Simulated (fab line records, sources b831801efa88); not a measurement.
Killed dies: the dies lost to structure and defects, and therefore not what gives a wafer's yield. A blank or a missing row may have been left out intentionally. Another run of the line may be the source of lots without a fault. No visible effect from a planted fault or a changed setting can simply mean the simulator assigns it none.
What tool caused it? :: flow gf180mcu :: Sampling: 12 lots, 34 wafers, 6 of 602 route steps

WHAT THE GAUGES READ, wafer by wafer
GF_V5_THK_MEAS_01.
lot: L547
measured: day 26 08:34
on: filmMetro-01
V5_CVD_00_THK (nm): 301 299 302

lot: L550
measured: day 27 06:50
on: filmMetro-01
V5_CVD_00_THK (nm): 297 300 298

lot: L551
measured: day 27 12:31
on: filmMetro-02
V5_CVD_00_THK (nm): 297 302 299

lot: L553
measured: day 28 10:29
on: filmMetro-02
V5_CVD_00_THK (nm): 291 294 296

lot: L554
measured: day 28 13:33
on: filmMetro-02
V5_CVD_00_THK (nm): 299 298 296

lot: L556
measured: day 29 04:10
on: filmMetro-02
V5_CVD_00_THK (nm): 291 295 296

lot: L557
measured: day 29 13:55
on: filmMetro-03
V5_CVD_00_THK (nm): 300 300 300

lot: L559
measured: day 30 05:04
on: filmMetro-02
V5_CVD_00_THK (nm): 298 295 294

lot: L563
measured: day 31 09:29
on: filmMetro-02
V5_CVD_00_THK (nm): 298 302 300

lot: L567
measured: day 32 06:48
on: filmMetro-02
V5_CVD_00_THK (nm): 301 301 302

lot: L568
measured: day 32 10:50
on: filmMetro-02
V5_CVD_00_THK (nm): 299 299 302

lot: L569
measured: day 32 11:19
on: filmMetro-02
V5_CVD_00_THK (nm): 297

GF_V5_THK_MEAS_03.
lot: L547
measured: day 26 08:44
on: filmMetro-02
V5_CVD_02_THK (nm): 1442 1451 1442

lot: L550
measured: day 27 07:01
on: filmMetro-03
V5_CVD_02_THK (nm): 1438 1427 1455

lot: L551
measured: day 27 12:41
on: filmMetro-01
V5_CVD_02_THK (nm): 1426 1487 1453

lot: L553
measured: day 28 10:40
on: filmMetro-01
V5_CVD_02_THK (nm): 1433 1461 1458

lot: L554
measured: day 28 13:45
on: filmMetro-01
V5_CVD_02_THK (nm): 1438 1461 1466

lot: L556
measured: day 29 04:20
on: filmMetro-03
V5_CVD_02_THK (nm): 1468 1482 1501

lot: L557
measured: day 29 14:05
on: filmMetro-03
V5_CVD_02_THK (nm): 1448 1452 1452

lot: L559
measured: day 30 05:14
on: filmMetro-01
V5_CVD_02_THK (nm): 1450 1481 1466

lot: L563
measured: day 31 09:40
on: filmMetro-02
V5_CVD_02_THK (nm): 1441 1459 1465

lot: L567
measured: day 32 06:58
on: filmMetro-02
V5_CVD_02_THK (nm): 1415 1440 1447

lot: L568
measured: day 32 11:00
on: filmMetro-02
V5_CVD_02_THK (nm): 1407 1435 1450

lot: L569
measured: day 32 11:31
on: filmMetro-02
V5_CVD_02_THK (nm): 1449

GF_V5_OVL_MEAS_15.
lot: L547
measured: day 27 05:50
on: overlay-01
V5_OVL (nm): -2 -2 -1

lot: L550
measured: day 28 03:59
on: overlay-01
V5_OVL (nm): -3 -5 -4

lot: L551
measured: day 28 09:17
on: overlay-01
V5_OVL (nm): -3 2 0

lot: L553
measured: day 29 06:44
on: overlay-01
V5_OVL (nm): 2 1 7

lot: L554
measured: day 29 09:50
on: overlay-02
V5_OVL (nm): 3 3 5

lot: L556
measured: day 29 23:08
on: overlay-02
V5_OVL (nm): 2 4 5

lot: L557
measured: day 30 08:59
on: overlay-01
V5_OVL (nm): -4 -9 -8

lot: L559
measured: day 30 23:52
on: overlay-02
V5_OVL (nm): 4 -7 -3

lot: L563
measured: day 32 03:35
on: overlay-02
V5_OVL (nm): 9 2 3

lot: L567
measured: day 33 01:22
on: overlay-02
V5_OVL (nm): -6 -7 -3

lot: L568
measured: day 33 03:41
on: overlay-02
V5_OVL (nm): 1 -2 -1

lot: L569
measured: day 33 04:53
on: overlay-02
V5_OVL (nm): -2

GF_V5_RS_MEAS_24: a four-point-probe measurement.
lot: L547
measured: day 27 06:49
on: filmMetro-02
V5_W_RS (ohm/sq): 0.323 0.326 0.325

lot: L550
measured: day 28 04:55
on: filmMetro-03
V5_W_RS (ohm/sq): 0.330 0.330 0.331

lot: L551
measured: day 28 10:15
on: filmMetro-01
V5_W_RS (ohm/sq): 0.328 0.331 0.331

lot: L553
measured: day 29 07:43
on: filmMetro-03
V5_W_RS (ohm/sq): 0.329 0.327 0.331

lot: L554
measured: day 29 10:47
on: filmMetro-02
V5_W_RS (ohm/sq): 0.310 0.310 0.331

lot: L556
measured: day 30 00:07
on: filmMetro-02
V5_W_RS (ohm/sq): 0.329 0.330 0.333

lot: L557
measured: day 30 10:01
on: filmMetro-02
V5_W_RS (ohm/sq): 0.329 0.326 0.329

lot: L559
measured: day 31 00:55
on: filmMetro-03
V5_W_RS (ohm/sq): 0.330 0.330 0.331

lot: L563
measured: day 32 04:31
on: filmMetro-01
V5_W_RS (ohm/sq): 0.321 0.318 0.334

lot: L567
measured: day 33 02:20
on: filmMetro-02
V5_W_RS (ohm/sq): 0.527 0.514 0.522 0.526 0.515 0.523

lot: L568
measured: day 33 04:42
on: filmMetro-01
V5_W_RS (ohm/sq): 0.326 0.324 0.328

lot: L569
measured: day 33 05:55
on: filmMetro-02
V5_W_RS (ohm/sq): 0.531 0.530

GF_V5_THK_MEAS_25: measures by xrf.
lot: L547
measured: day 27 06:56
on: filmMetro-02
V5_W_THK (nm): 365 359 360

lot: L550
measured: day 28 05:02
on: filmMetro-03
V5_W_THK (nm): 359 361 358

lot: L551
measured: day 28 10:22
on: filmMetro-01
V5_W_THK (nm): 362 360 358

lot: L553
measured: day 29 07:50
on: filmMetro-03
V5_W_THK (nm): 363 366 362

lot: L554
measured: day 29 10:55
on: filmMetro-02
V5_W_THK (nm): 377 379 355

lot: L556
measured: day 30 00:14
on: filmMetro-02
V5_W_THK (nm): 361 358 356

lot: L557
measured: day 30 10:07
on: filmMetro-02
V5_W_THK (nm): 359 362 359

lot: L559
measured: day 31 01:02
on: filmMetro-03
V5_W_THK (nm): 362 360 358

lot: L563
measured: day 32 04:38
on: filmMetro-01
V5_W_THK (nm): 373 378 358

lot: L567
measured: day 33 05:26
on: filmMetro-02
V5_W_THK (nm): 224 227 226 223 228 225

lot: L568
measured: day 33 04:49
on: filmMetro-01
V5_W_THK (nm): 366 368 366

lot: L569
measured: day 33 10:25
on: filmMetro-02
V5_W_THK (nm): 223 222

WHICH TOOL RAN EACH LOT (tool, then ch and the chambers of the sampled wafers, then the start)
lot: L547
GF_V5_CVD_23: cvdW-01 ch 0,1, day 27 06:41

lot: L550
GF_V5_CVD_23: cvdW-01 ch 0,1, day 28 04:48

lot: L551
GF_V5_CVD_23: cvdW-01 ch 0,1, day 28 10:07

lot: L553
GF_V5_CVD_23: cvdW-01 ch 0,1, day 29 07:35

lot: L554
GF_V5_CVD_23: cvdW-02 ch 0,1, day 29 10:40

lot: L556
GF_V5_CVD_23: cvdW-01 ch 0,1, day 29 23:59

lot: L557
GF_V5_CVD_23: cvdW-01 ch 0,1, day 30 09:55

lot: L559
GF_V5_CVD_23: cvdW-02 ch 1, day 31 00:41

lot: L563
GF_V5_CVD_23: cvdW-02 ch 0,1, day 32 04:25

lot: L567
GF_V5_CVD_23: cvdW-02 ch 0, day 33 02:12

lot: L568
GF_V5_CVD_23: cvdW-01 ch 0,1, day 33 04:34

lot: L569
GF_V5_CVD_23: cvdW-02 ch 0, day 33 05:47
- GF_V5_CVD_23: deposits W, target thk 350 nm, time 104.9 s.

WHAT THE TOOLS THEMSELVES READ (means of the sampled wafers that have a number; where no wafer has one, the mark that the record gives instead)
GF_V5_CVD_23.
lot: L547
tool: cvdW-01
chamberPressureTorr (Torr): 39.93
heaterPowerW (W): 756

lot: L550
tool: cvdW-01
chamberPressureTorr (Torr): 40.02
heaterPowerW (W): 760

lot: L551
tool: cvdW-01
chamberPressureTorr (Torr): 39.99
heaterPowerW (W): 765

lot: L553
tool: cvdW-01
chamberPressureTorr (Torr): 40.04
heaterPowerW (W): 736

lot: L554
tool: cvdW-02
chamberPressureTorr (Torr): 39.94
heaterPowerW (W): 853

lot: L556
tool: cvdW-01
chamberPressureTorr (Torr): 40.05
heaterPowerW (W): 746

lot: L557
tool: cvdW-01
chamberPressureTorr (Torr): 39.96
heaterPowerW (W): 757

lot: L559
tool: cvdW-02
chamberPressureTorr (Torr): 40.08
heaterPowerW (W): 732

lot: L563
tool: cvdW-02
chamberPressureTorr (Torr): 39.94
heaterPowerW (W): 856

lot: L567
tool: cvdW-02
chamberPressureTorr (Torr): 14.74
heaterPowerW (W): 911

lot: L568
tool: cvdW-01
chamberPressureTorr (Torr): 40.00
heaterPowerW (W): 740

lot: L569
tool: cvdW-02
chamberPressureTorr (Torr): 14.87
heaterPowerW (W): 926

THE ANSWER, worked out from the rows above alone
Rule: the usual values come from the lots themselves. Put in order of their means at a reading, lots are off if they are a third of the lots or fewer, leave a main group of 4 or more, and stand apart from it by a gap of 3 or more times the standard deviation of the main group's means; of several such gaps the widest counts. Not used: any main group whose means are identical at the precision the tables above print for the reading. Also off: a lot with no number at a reading for which 4 or more lots have one. Where the step has rows for the other lots, those lots are counted as sound. The gauges are gone through in route order, then the tools' own readings, and for those a lot's mean is taken as printed above. At the first step where some lot is off, the reading lying furthest off is the one used; lots without a number count as furthest.
Off: L567, L569, seen at GF_V5_RS_MEAS_24 (V5_W_RS). The main group: mean 0.327 ohm/sq, standard deviation 0.004.
A tool fits if, at a process step before that reading, it ran every lot that is off, and no sound lot after the first of them. Not tried: the gauges at GF_V5_RS_MEAS_24; whatever is off there is also off at GF_V5_CVD_23, on other tools, and gauge error can't account for it. One candidate fits, namely cvdW-02 at GF_V5_CVD_23. A fault onset in the window from L563 (day 32 04:25, its last sound lot) to L567 (day 33 02:12, its first lot off) fits.
On the lots that are off, the tool's own readings at GF_V5_CVD_23 differ by more than 5 times the standard deviation of the sound lots' means, which bears it out; chamberPressureTorr reads 14.80 Torr there versus 39.99 Torr on the sound lots.

WHAT WAS PUT IN BY THE SIMULATOR
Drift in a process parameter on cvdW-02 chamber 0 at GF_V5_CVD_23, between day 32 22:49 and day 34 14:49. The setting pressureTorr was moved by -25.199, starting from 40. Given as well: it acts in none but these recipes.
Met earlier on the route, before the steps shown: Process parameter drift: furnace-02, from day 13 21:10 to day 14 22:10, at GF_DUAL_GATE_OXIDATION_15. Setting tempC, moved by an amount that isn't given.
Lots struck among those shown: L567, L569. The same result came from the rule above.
